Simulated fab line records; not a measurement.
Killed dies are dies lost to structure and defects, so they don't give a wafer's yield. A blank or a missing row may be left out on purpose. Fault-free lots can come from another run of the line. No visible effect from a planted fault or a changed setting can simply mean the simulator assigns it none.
fab line records | flow sky130
record: lots: 12 wafers: 36 lastDay: 50
route steps=708 shown VIA1@478 VIA3@585 VIA4@656 PASSIVATION@682 PAD_OPEN@708
lots untouched by any fault: they come from a run of this same line in which no faults occurred
startH: the number of hours between the record's first day and the start of the first shown wafer of the lot | waitH: hours since the lot's step before | " as in the row above | L1.1+2: a single row standing in for several wafers | - no value, or no start given | * or withheld: withheld | < > ~ a bound
route shown NAME@n: NAME is a module with steps in the file, n the number in the route of the first one | usual: average and standard deviation across the fault-free wafers | same: alike in all rows | chamber/n: place in a boat | sites: per-site readings | _std_site: the values' standard deviation | _edge_site: inner sites' mean taken away from outer sites' mean | radiusMm: for every site, how far away it sits from the centre of the wafer | mask NAME#n: copy n | behind: the tool/chamber that last shaped the wafer | hold: cause of the lot's hold/its duration in hours/its outcome | device: whichever transistor did not switch (one of n, p or np) | end of line: the route-end tests of the same wafers | a step given without rows: its recipe and nothing more | killed: at the first sort, the dies lost to defects and structure; wafer yield is something else | map: shows each die of a wafer: x if killed, . if not, _ if none is there
set.NAME: the setting as run; set.NAME@STEP: as run at that earlier step | model.NAME: the simulator's own value behind a step, which no gauge read
steps of the route over a sample of lots; a table a step, a row a wafer
services: from which hour (startH, from the record's first day; less than 0 if before it) a tool's chamber was out of use, for how many hours, and why
== steps ==
step: SKY_VIA1_SPUTTER_20
recipe: material: TiN targetThkNm: 20 chamberPressurePa: 5 powerW: 4000 timeS: 80
usual: throttleValvePct: 30.2/1.2
columns lot.wafer tool chamber startH waitH throttleValvePct
L880.1 pvdSputter-03 - 780.46 0.0 29.6
L880.4 " - " " 28.6
L880.5 " - " " 31.0
L883.2 pvdSputter-02 - 803.00 0.0 31.2
L883.3 " - " " 28.0
L883.4 " - " " 29.8
L884.1 pvdSputter-03 - 809.73 0.0 31.3
L884.2 " - " " 29.0
L884.6 " - " " 29.0
L885.1 pvdSputter-04 - 829.19 0.0 29.4
L885.3 " - " " 32.4
L885.6 " - " " 32.4
L886.1 pvdSputter-04 - 836.38 0.0 29.5
L886.3 " - " " 29.2
L886.4 " - " " 29.5
L890.1 pvdSputter-03 - 869.89 0.0 29.6
L890.3 " - " " 32.2
L890.6 " - " " 31.2
L892.2 pvdSputter-02 - 876.61 0.0 31.1
L892.3 " - " " 28.1
L892.5 " - " " 31.2
L891.1 pvdSputter-03 - 878.90 0.0 28.6
L891.5 " - " " 31.2
L891.6 " - " " 28.9
L894.4 pvdSputter-03 - 898.64 0.0 31.0
L894.5 " - " " 31.0
L894.6 " - " " 28.9
L895.1 pvdSputter-02 - 900.23 0.0 31.0
L895.3 " - " " 29.9
L895.6 " - " " 30.0
L897.1 pvdSputter-03 - 914.53 0.0 31.3
L897.3 " - " " 29.0
L897.6 " - " " 29.1
L899.2 pvdSputter-04 - 969.63 0.0 32.3
L899.4 " - " " 29.3
L899.6 " - " " 29.5
step: SKY_VIA3_CD_MEAS_12
recipe: targetCdNm: 200
usual: cdNm: 199.7/1.4
columns lot.wafer tool chamber startH waitH cdNm
L880.1 cdSem-02 - 917.01 - 198.8
L880.4 " - " " 198.3
L880.5 " - " " 198.5
L883.2 cdSem-02 - 939.38 - 202.0
L883.3 " - " " 201.7
L883.4 " - " " 201.6
L884.1 cdSem-02 - 943.89 - 199.5
L884.2 " - " " 197.6
L884.6 " - " " 198.1
L885.1 cdSem-01 - 964.51 - 200.0
L885.3 " - " " 198.2
L885.6 " - " " 200.2
L886.1 cdSem-01 - 969.14 - 202.9
L886.3 " - " " 202.4
L886.4 " - " " 201.9
L890.1 cdSem-02 - 1000.21 - 199.2
L890.3 " - " " 199.4
L890.6 " - " " 200.5
L892.2 cdSem-01 - 1005.33 - 198.8
L892.3 " - " " 197.9
L892.5 " - " " 198.8
L891.1 cdSem-02 - 1008.26 - 200.6
L891.5 " - " " 197.6
L891.6 " - " " 199.2
L894.4 cdSem-01 - 1026.37 - 199.8
L894.5 " - " " 199.6
L894.6 " - " " 199.7
L895.1 cdSem-02 - 1027.66 - 197.8
L895.3 " - " " 198.9
L895.6 " - " " 198.0
L897.1 cdSem-01 - 1038.81 - 200.4
L897.3 " - " " 200.3
L897.6 " - " " 201.2
L899.2 cdSem-02 - 1087.61 - 198.8
L899.4 " - " " 198.7
L899.6 " - " " 200.1
step: SKY_VIA4_SPUTTER_17
recipe: material: TiN targetThkNm: 20 chamberPressurePa: 5 powerW: 4000 timeS: 80
usual: throttleValvePct: 30.4/1.2
columns lot.wafer tool chamber startH waitH throttleValvePct
L880.1 pvdSputter-03 - 994.79 0.0 29.7
L880.4 " - " " 32.2
L880.5 " - " " 31.9
L883.2 pvdSputter-04 - 1015.45 0.0 30.4
L883.3 " - " " 32.5
L883.4 " - " " 29.5
L884.1 pvdSputter-04 - 1020.74 0.0 30.4
L884.2 " - " " 30.1
L884.6 " - " " 29.7
L885.1 pvdSputter-04 - 1039.50 0.0 29.3
L885.3 " - " " 30.5
L885.6 " - " " 32.3
L886.1 pvdSputter-02 - 1043.00 0.0 31.5
L886.3 " - " " 27.9
L886.4 " - " " 29.8
L890.1 pvdSputter-03 - 1070.97 0.0 32.2
L890.3 " - " " 29.1
L890.6 " - " " 29.8
L892.2 pvdSputter-04 - 1076.04 0.0 29.5
L892.3 " - " " 29.7
L892.5 " - " " 29.5
L891.1 pvdSputter-03 - 1076.99 0.0 31.2
L891.5 " - " " 29.6
L891.6 " - " " 32.0
L894.4 pvdSputter-03 - 1093.88 0.0 29.4
L894.5 " - " " 29.0
L894.6 " - " " 31.9
L895.1 pvdSputter-02 - 1095.59 0.0 29.9
L895.3 " - " " 27.9
L895.6 " - " " 28.3
L897.1 pvdSputter-03 - 1105.74 0.0 29.6
L897.3 " - " " 29.0
L897.6 " - " " 31.8
L899.2 pvdSputter-04 - 1150.07 0.0 29.4
L899.4 " - " " 32.4
L899.6 " - " " 32.5
step: SKY_PASSIVATION_THK_MEAS_01
recipe: reads: SiO2_of_PASSIVATION_CVD_00
usual: PASSIVATION_CVD_00_THK: 90.0/1.2
columns lot.wafer tool chamber startH waitH PASSIVATION_CVD_00_THK[nm]
L880.1 filmMetro-02 - 1019.92 - 90.3
L880.4 " - " " 91.1
L880.5 " - " " 92.5
L883.2 filmMetro-04 - 1039.40 - 89.7
L883.3 " - " " 89.8
L883.4 " - " " 90.3
L884.1 filmMetro-02 - 1045.57 - 90.4
L884.2 " - " " 89.3
L884.6 " - " " 90.2
L885.1 filmMetro-01 - 1062.59 - 89.3
L885.3 " - " " 90.6
L885.6 " - " " 90.0
L886.1 filmMetro-01 - 1065.76 - 89.1
L886.3 " - " " 89.9
L886.4 " - " " 91.1
L890.1 filmMetro-02 - 1093.10 - 90.1
L890.3 " - " " 90.1
L890.6 " - " " 91.3
L892.2 filmMetro-01 - 1097.53 - 88.9
L892.3 " - " " 88.9
L892.5 " - " " 90.3
L891.1 filmMetro-01 - 1098.79 - 89.1
L891.5 " - " " 91.0
L891.6 " - " " 90.7
L894.4 filmMetro-02 - 1115.21 - 87.8
L894.5 " - " " 89.8
L894.6 " - " " 89.9
L895.1 filmMetro-02 - 1117.06 - 90.9
L895.3 " - " " 90.8
L895.6 " - " " 88.9
L897.1 filmMetro-01 - 1126.84 - 88.6
L897.3 " - " " 89.3
L897.6 " - " " 90.6
L899.2 filmMetro-02 - 1168.93 - 88.8
L899.4 " - " " 90.7
L899.6 " - " " 90.0
step: SKY_PAD_OPEN_PROBE_99
usual: defectLimitedYield: 82.6/1.9 killed_at_M0_to_M3: 43/7.3 killed_at_M4_up: 3.0/2 killedAtContacts: 24/5.2 killedAtFrontEnd: 15/4.4 killedAtOther: 0.2/0.48 killedDies: 86/9.1 killedOpen: 47/7.3 killedShort: 38/6.4 sort_bin_3_pad_short: 0.8/0.38 sort_bin_5_function: 10.5/1.4 sort_bin_6_memory: 6.1/1.1 sortNPass: 406/9.1 sortYieldPct: 82.6/1.9
same: grossDies: 492 killedAtBackSide: 0 sort_bin_4_leakage[%]: 0 sort_bin_8_speed[%]: 0
columns lot.wafer tool chamber startH waitH hold defectLimitedYield[%] killed_at_M0_to_M3 killed_at_M4_up killedAtContacts killedAtFrontEnd killedAtOther killedDies killedOpen killedShort sort_bin_3_pad_short[%] sort_bin_5_function[%] sort_bin_6_memory[%] sortNPass sortYieldPct[%]
L880.1 prober-02 - 1066.11 0.1 - 85.2 31 7 24 11 0 73 41 31 0.6 9.6 4.7 419 85.2
L880.4 prober-02 - 1066.26 0.2 - 80.5 40 4 30 22 0 96 55 40 0.4 11.6 7.5 396 80.5
L880.5 prober-02 - 1066.31 0.2 - 83.1 39 3 27 14 0 83 43 39 0.6 9.8 6.5 409 83.1
L883.2 prober-01 - 1083.89 0.1 - 82.9 48 3 26 7 0 84 47 37 1.0 10.8 5.3 408 82.9
L883.3 prober-01 - 1083.94 0.2 - 83.7 48 2 24 6 0 80 42 38 1.0 9.1 6.1 412 83.7
L883.4 prober-01 - 1083.99 0.2 - 86.8 29 1 24 11 0 65 34 31 0 7.1 6.1 427 86.8
L884.1 prober-02 - 1090.54 0.1 - 81.9 44 3 33 9 0 89 48 41 0.8 11.0 6.3 403 81.9
L884.2 prober-02 - 1090.59 0.1 - 82.7 38 5 26 16 0 85 49 36 0.6 8.3 8.3 407 82.7
L884.6 prober-02 - 1090.79 0.2 - 78.3 55 6 30 16 0 107 60 47 1.4 12.4 7.9 385 78.3
L885.1 prober-01 - 1105.25 0.1 - 83.1 46 2 16 19 0 83 51 32 1.0 9.6 6.3 409 83.1
L885.3 prober-01 - 1105.35 0.2 - 81.1 40 6 23 24 0 93 39 54 1.2 11.2 6.5 399 81.1
L885.6 prober-01 - 1105.50 0.2 - 81.7 45 3 20 22 0 90 46 44 0.4 10.4 7.5 402 81.7
L886.1 prober-02 - 1108.86 0.1 - 84.1 33 4 28 13 0 78 41 37 0.4 10.2 5.3 414 84.1
L886.3 prober-02 - 1108.96 0.2 - 83.7 37 2 25 16 0 80 43 37 0.6 10.4 5.3 412 83.7
L886.4 prober-02 - 1109.01 0.2 - 83.9 38 3 24 13 1 79 42 37 0.6 10.2 5.3 413 83.9
L890.1 prober-02 - 1135.22 0.1 - 84.6 40 1 22 13 0 76 37 39 1.0 8.7 5.7 416 84.6
L890.3 prober-02 - 1135.32 0.2 - 82.3 42 3 21 21 0 87 45 42 0.8 10.4 6.5 405 82.3
L890.6 prober-02 - 1135.47 0.2 - 83.7 40 4 28 8 0 80 40 40 1.2 8.3 6.7 412 83.7
L892.2 prober-01 - 1139.32 0.1 - 82.5 44 3 16 23 0 86 45 41 0.2 10.6 6.7 406 82.5
L892.3 prober-01 - 1139.37 0.2 - 83.5 51 1 13 16 0 81 51 30 1.2 9.3 5.9 411 83.5
L892.5 prober-01 - 1139.47 0.2 - 84.1 33 4 26 15 0 78 39 39 1.0 9.3 5.5 414 84.1
L891.1 prober-02 - 1139.42 0.1 - 83.7 37 6 18 19 0 80 36 44 1.4 8.5 6.3 412 83.7
L891.5 prober-02 - 1139.62 0.2 - 81.7 44 6 19 21 0 90 42 48 0.4 11.6 6.3 402 81.7
L891.6 prober-02 - 1139.67 0.2 - 83.7 54 2 11 13 0 80 37 43 0.8 10.4 5.1 412 83.7
L894.4 prober-02 - 1154.96 0.2 - 79.9 46 2 27 24 0 99 57 42 1.2 11.4 7.5 393 79.9
L894.5 prober-02 - 1155.01 0.2 - 80.5 56 3 22 15 0 96 47 47 0.4 12.4 6.7 396 80.5
L894.6 prober-02 - 1155.06 0.2 - 80.7 42 2 28 23 0 95 55 39 0.4 11.6 7.3 397 80.7
L895.1 prober-01 - 1157.24 0.1 - 82.1 37 5 34 11 1 88 50 38 0.8 11.4 5.7 404 82.1
L895.3 prober-01 - 1157.34 0.2 - 82.1 42 3 25 18 0 88 45 43 0.8 9.3 7.7 404 82.1
L895.6 prober-01 - 1157.49 0.2 - 79.5 43 4 29 24 1 101 47 54 1.6 10.4 8.5 391 79.5
L897.1 prober-01 - 1166.04 0.1 awaitDispo/1.1h/release 80.7 51 4 26 14 0 95 53 42 0.2 12.8 6.3 397 80.7
L897.3 prober-01 - 1166.14 0.2 awaitDispo/1.1h/release 79.7 65 2 21 12 0 100 40 36 2.8 13.0 4.5 392 79.7
L897.6 prober-01 - 1166.29 0.2 awaitDispo/1.1h/release 82.1 44 0 19 24 1 88 52 36 0 10.4 7.5 404 82.1
L899.2 prober-01 - 1203.86 0.1 - 84.3 37 0 34 6 0 77 41 36 0.6 9.8 5.3 415 84.3
L899.4 prober-01 - 1203.96 0.2 - 85.4 41 3 17 10 1 72 32 40 1.0 10.2 3.5 420 85.4
L899.6 prober-01 - 1204.06 0.2 - 78.9 50 3 37 14 0 104 49 55 0.8 13.2 7.1 388 78.9
killed by level:class
L880.1 LI_CONTACT:geometricParticle:open=12 VIA1:geometricParticle:open=7 CONTACT:geometricParticle:open=5 METAL1:geometricParticle:short=4 VIA1:geometricParticle:short=4 CONTACT:geometricParticle:short=4 METAL2:geometricParticle:short=4 METAL4:geometricParticle:short=4
L880.4 VIA1:geometricParticle:open=12 CONTACT:geometricParticle:open=11 VIA2:geometricParticle:open=9 METAL2:geometricParticle:short=7 FIELD_ISO:geometricParticle:open=6 FIELD_ISO:geometricParticle:short=6 LI_CONTACT:geometricParticle:open=6 LOCAL_INTERCONNECT:geometricParticle:short=6
L880.5 CONTACT:geometricParticle:open=11 VIA1:geometricParticle:open=8 FIELD_ISO:geometricParticle:short=6 LI_CONTACT:geometricParticle:open=6 LI_CONTACT:geometricParticle:short=5 VIA3:geometricParticle:open=5 VIA1:geometricParticle:short=5 VIA3:geometricParticle:short=5
L883.2 VIA1:geometricParticle:open=12 CONTACT:geometricParticle:open=7 LI_CONTACT:geometricParticle:open=7 VIA2:geometricParticle:open=7 METAL1:geometricParticle:short=6 CONTACT:geometricParticle:short=5 VIA3:geometricParticle:short=5 METAL2:geometricParticle:short=5
L883.3 VIA1:geometricParticle:open=12 VIA3:geometricParticle:open=8 VIA1:geometricParticle:short=7 LOCAL_INTERCONNECT:geometricParticle:short=6 METAL1:geometricParticle:short=6 VIA2:geometricParticle:open=6 LI_CONTACT:geometricParticle:short=5 CONTACT:geometricParticle:open=5
L883.4 CONTACT:geometricParticle:open=11 LI_CONTACT:geometricParticle:open=6 VIA1:geometricParticle:open=5 METAL1:geometricParticle:short=4 METAL3:geometricParticle:short=4 FIELD_ISO:geometricParticle:open=3 FIELD_ISO:geometricParticle:short=3 LI_CONTACT:geometricParticle:short=3
L884.1 CONTACT:geometricParticle:open=13 VIA2:geometricParticle:open=8 METAL1:geometricParticle:short=7 VIA1:geometricParticle:open=7 CONTACT:geometricParticle:short=6 LI_CONTACT:geometricParticle:open=5 LOCAL_INTERCONNECT:geometricParticle:short=5 FIELD_ISO:geometricParticle:open=4
L884.2 CONTACT:geometricParticle:open=11 VIA1:geometricParticle:open=11 METAL1:geometricParticle:short=10 CONTACT:geometricParticle:short=7 VIA3:geometricParticle:open=5 FIELD_ISO:geometricParticle:open=4 POLY_GATE:geometricParticle:open=4 LI_CONTACT:geometricParticle:open=4
L884.6 VIA1:geometricParticle:open=15 CONTACT:geometricParticle:open=14 VIA2:geometricParticle:open=9 METAL1:geometricParticle:short=6 FIELD_ISO:geometricParticle:short=5 LI_CONTACT:geometricParticle:open=5 CONTACT:geometricParticle:short=5 VIA1:geometricParticle:short=5
L885.1 VIA1:geometricParticle:open=15 VIA3:geometricParticle:open=12 CONTACT:geometricParticle:open=6 VIA2:geometricParticle:open=6 POLY_GATE:geometricParticle:short=5 SPACER:geometricParticle:open=5 LOCAL_INTERCONNECT:geometricParticle:short=4 VIA1:geometricParticle:short=4
L885.3 CONTACT:geometricParticle:open=7 METAL1:geometricParticle:short=7 FIELD_ISO:geometricParticle:short=6 POLY_GATE:geometricParticle:short=6 LI_CONTACT:geometricParticle:open=6 LOCAL_INTERCONNECT:geometricParticle:short=6 METAL2:geometricParticle:short=6 POLY_GATE:geometricParticle:open=5
L885.6 VIA1:geometricParticle:open=11 LI_CONTACT:geometricParticle:open=8 VIA3:geometricParticle:open=7 FIELD_ISO:geometricParticle:open=6 FIELD_ISO:geometricParticle:short=6 CONTACT:geometricParticle:short=6 METAL1:geometricParticle:short=6 METAL2:geometricParticle:short=6
L886.1 CONTACT:geometricParticle:open=9 VIA2:geometricParticle:open=9 VIA1:geometricParticle:open=8 LI_CONTACT:geometricParticle:open=8 METAL2:geometricParticle:short=7 CONTACT:geometricParticle:short=6 FIELD_ISO:geometricParticle:open=4 POLY_GATE:geometricParticle:short=4
L886.3 LI_CONTACT:geometricParticle:open=10 POLY_GATE:geometricParticle:short=7 CONTACT:geometricParticle:open=7 METAL1:geometricParticle:short=7 VIA2:geometricParticle:open=7 VIA1:geometricParticle:short=5 VIA1:geometricParticle:open=5 VIA3:geometricParticle:short=4
L886.4 CONTACT:geometricParticle:open=12 VIA1:geometricParticle:open=6 FIELD_ISO:geometricParticle:open=5 LI_CONTACT:geometricParticle:open=5 METAL1:geometricParticle:short=5 METAL2:geometricParticle:short=5 VIA3:geometricParticle:open=5 LOCAL_INTERCONNECT:geometricParticle:short=3
L890.1 CONTACT:geometricParticle:open=10 VIA1:geometricParticle:short=9 VIA3:geometricParticle:open=8 VIA1:geometricParticle:open=7 VIA2:geometricParticle:open=5 FIELD_ISO:geometricParticle:short=4 CONTACT:geometricParticle:short=4 LOCAL_INTERCONNECT:geometricParticle:short=3
L890.3 VIA1:geometricParticle:open=8 VIA2:geometricParticle:open=8 LI_CONTACT:geometricParticle:open=7 METAL1:geometricParticle:short=7 CONTACT:geometricParticle:open=6 FIELD_ISO:geometricParticle:open=5 METAL2:geometricParticle:short=5 SPACER:geometricParticle:open=5
L890.6 VIA1:geometricParticle:open=9 CONTACT:geometricParticle:short=7 CONTACT:geometricParticle:open=7 LI_CONTACT:geometricParticle:open=6 LOCAL_INTERCONNECT:geometricParticle:short=6 VIA3:geometricParticle:open=6 VIA1:geometricParticle:short=5 METAL2:geometricParticle:short=3
L892.2 VIA1:geometricParticle:open=14 SPACER:geometricParticle:short=7 LI_CONTACT:geometricParticle:open=6 POLY_GATE:geometricParticle:short=5 VIA1:geometricParticle:short=5 VIA2:geometricParticle:open=5 VIA3:geometricParticle:open=5 FIELD_ISO:geometricParticle:open=4
L892.3 VIA1:geometricParticle:open=17 METAL2:geometricParticle:short=8 FIELD_ISO:geometricParticle:open=7 VIA3:geometricParticle:open=7 LI_CONTACT:geometricParticle:open=5 VIA2:geometricParticle:open=5 METAL1:geometricParticle:short=5 POLY_GATE:geometricParticle:short=3
L891.1 VIA1:geometricParticle:open=8 FIELD_ISO:geometricParticle:short=6 POLY_GATE:geometricParticle:open=5 CONTACT:geometricParticle:open=5 METAL2:geometricParticle:short=5 FIELD_ISO:geometricParticle:open=4 LI_CONTACT:geometricParticle:short=4 LOCAL_INTERCONNECT:geometricParticle:short=4
L892.5 VIA1:geometricParticle:open=10 CONTACT:geometricParticle:open=8 METAL2:geometricParticle:short=7 CONTACT:geometricParticle:short=6 VIA1:geometricParticle:short=6 FIELD_ISO:geometricParticle:open=5 LI_CONTACT:geometricParticle:open=5 LOCAL_INTERCONNECT:geometricParticle:short=4
L891.5 METAL2:geometricParticle:short=10 VIA1:geometricParticle:open=10 CONTACT:geometricParticle:open=6 METAL1:geometricParticle:short=6 FIELD_ISO:geometricParticle:open=5 POLY_GATE:geometricParticle:short=5 LOCAL_INTERCONNECT:geometricParticle:short=5 CONTACT:geometricParticle:short=5
L891.6 VIA1:geometricParticle:open=10 METAL1:geometricParticle:short=8 METAL2:geometricParticle:short=8 VIA2:geometricParticle:open=6 VIA3:geometricParticle:short=5 FIELD_ISO:geometricParticle:open=4 FIELD_ISO:geometricParticle:short=4 VIA2:geometricParticle:short=4
L894.4 VIA1:geometricParticle:open=14 CONTACT:geometricParticle:open=12 POLY_GATE:geometricParticle:open=9 FIELD_ISO:geometricParticle:short=8 VIA1:geometricParticle:short=7 LOCAL_INTERCONNECT:geometricParticle:short=6 VIA2:geometricParticle:open=6 VIA3:geometricParticle:open=5
L894.5 VIA1:geometricParticle:open=11 METAL1:geometricParticle:short=11 CONTACT:geometricParticle:open=11 VIA2:geometricParticle:open=7 METAL2:geometricParticle:short=7 LI_CONTACT:geometricParticle:open=6 FIELD_ISO:geometricParticle:short=4 CONTACT:geometricParticle:short=4
L894.6 VIA1:geometricParticle:open=16 CONTACT:geometricParticle:open=14 LI_CONTACT:geometricParticle:open=8 METAL1:geometricParticle:short=8 FIELD_ISO:geometricParticle:short=7 FIELD_ISO:geometricParticle:open=5 POLY_GATE:geometricParticle:short=4 LOCAL_INTERCONNECT:geometricParticle:short=4
L895.1 CONTACT:geometricParticle:open=15 VIA2:geometricParticle:open=9 LI_CONTACT:geometricParticle:open=6 CONTACT:geometricParticle:short=6 VIA1:geometricParticle:open=6 VIA3:geometricParticle:short=5 POLY_GATE:geometricParticle:short=4 LOCAL_INTERCONNECT:geometricParticle:short=4
L895.3 VIA1:geometricParticle:open=11 VIA3:geometricParticle:open=9 CONTACT:geometricParticle:open=9 POLY_GATE:geometricParticle:short=6 VIA2:geometricParticle:open=6 FIELD_ISO:geometricParticle:short=5 LI_CONTACT:geometricParticle:open=5 LOCAL_INTERCONNECT:geometricParticle:short=4
L895.6 VIA1:geometricParticle:short=10 CONTACT:geometricParticle:open=8 FIELD_ISO:geometricParticle:open=7 LI_CONTACT:geometricParticle:open=7 FIELD_ISO:geometricParticle:short=6 LI_CONTACT:geometricParticle:short=6 VIA3:geometricParticle:open=5 METAL1:geometricParticle:short=5
L897.1 VIA1:geometricParticle:open=10 METAL2:geometricParticle:short=8 LI_CONTACT:geometricParticle:open=8 VIA1:geometricParticle:short=7 VIA2:geometricParticle:open=7 CONTACT:geometricParticle:open=7 LOCAL_INTERCONNECT:geometricParticle:short=6 FIELD_ISO:geometricParticle:open=5
L897.3 VIA1:unspecified=24 VIA1:geometricParticle:open=10 VIA2:geometricParticle:open=7 LI_CONTACT:geometricParticle:open=6 LOCAL_INTERCONNECT:geometricParticle:short=6 FIELD_ISO:geometricParticle:short=5 CONTACT:geometricParticle:open=5 METAL2:geometricParticle:short=5
L897.6 VIA1:geometricParticle:open=12 FIELD_ISO:geometricParticle:open=9 CONTACT:geometricParticle:open=9 VIA2:geometricParticle:open=7 METAL2:geometricParticle:short=6 VIA1:geometricParticle:short=5 LI_CONTACT:geometricParticle:open=5 FIELD_ISO:geometricParticle:short=3
L899.2 VIA1:geometricParticle:open=10 LI_CONTACT:geometricParticle:open=9 CONTACT:geometricParticle:short=9 CONTACT:geometricParticle:open=8 VIA3:geometricParticle:open=6 LI_CONTACT:geometricParticle:short=5 METAL1:geometricParticle:short=4 VIA1:geometricParticle:short=4
L899.4 VIA3:geometricParticle:open=10 LI_CONTACT:geometricParticle:open=9 METAL1:geometricParticle:short=7 VIA1:geometricParticle:short=7 VIA2:geometricParticle:open=4 FIELD_ISO:geometricParticle:short=3 CONTACT:geometricParticle:open=3 VIA1:geometricParticle:open=3
L899.6 LI_CONTACT:geometricParticle:open=9 CONTACT:geometricParticle:short=9 VIA1:geometricParticle:open=8 CONTACT:geometricParticle:open=8 LI_CONTACT:geometricParticle:short=7 VIA1:geometricParticle:short=7 METAL1:geometricParticle:short=7 METAL2:geometricParticle:short=7
== services ==
columns tool chamber startH hours kind
pvdSputter-02 - 807.03 6.9 repair
pvdSputter-04 3 832.59 - consumableReplace:kit
pvdSputter-04 3 832.59 18.0 scheduledDown
pvdSputter-04 3 832.59 18.0 ventCycle
pvdSputter-03 - 839.46 1.6 repair
pvdSputter-04 - 847.50 3.9 repair
pvdSputter-04 - 849.71 3.3 repair
pvdSputter-04 - 869.93 10.5 repair
pvdSputter-02 3 909.92 - consumableReplace:kit
pvdSputter-02 3 909.92 18.0 scheduledDown
pvdSputter-02 3 909.92 18.0 ventCycle
pvdSputter-02 - 917.59 2.4 repair
pvdSputter-04 - 929.95 3.3 repair
pvdSputter-03 1 1007.10 - consumableReplace:kit
pvdSputter-03 1 1007.10 18.0 scheduledDown
pvdSputter-03 1 1007.10 18.0 ventCycle
pvdSputter-02 - 1020.58 1.4 repair
pvdSputter-02 2 1050.81 - consumableReplace:kit
pvdSputter-02 2 1050.81 18.0 scheduledDown
pvdSputter-02 - 1059.43 1.3 repair
pvdSputter-04 - 1066.95 3.3 repair
pvdSputter-03 0 1134.17 - consumableReplace:kit
pvdSputter-03 0 1134.17 18.0 scheduledDown
pvdSputter-03 0 1134.17 18.0 ventCycle
== key ==
firstSign: step: SKY_PAD_OPEN_PROBE_99 reading: sort_bin_3_pad_short direction: up sigmas: 5.4 usual: 0.8 struck: 2.8
effect: step: SKY_PAD_OPEN_PROBE_99 reading: killed_at_M0_to_M3 direction: up sigmas: 3 usual: 43 struck: 65
metAt SKY_VIA1_SPUTTER_20
struckLots L897
struckWafers L897.3
notActingAt SKY_VIA3_CD_MEAS_12,SKY_VIA4_SPUTTER_17,SKY_PASSIVATION_THK_MEAS_01
onsetBetween 898.64 914.53
fault: kind: chamberParticleSource tool: pvdSputter-03 chamber: - onsetH: 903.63 steps: SKY_VIA1_SPUTTER_20 ratePerVisitCm2: 1.1935 endH: 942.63 scope: struckWafersOnly
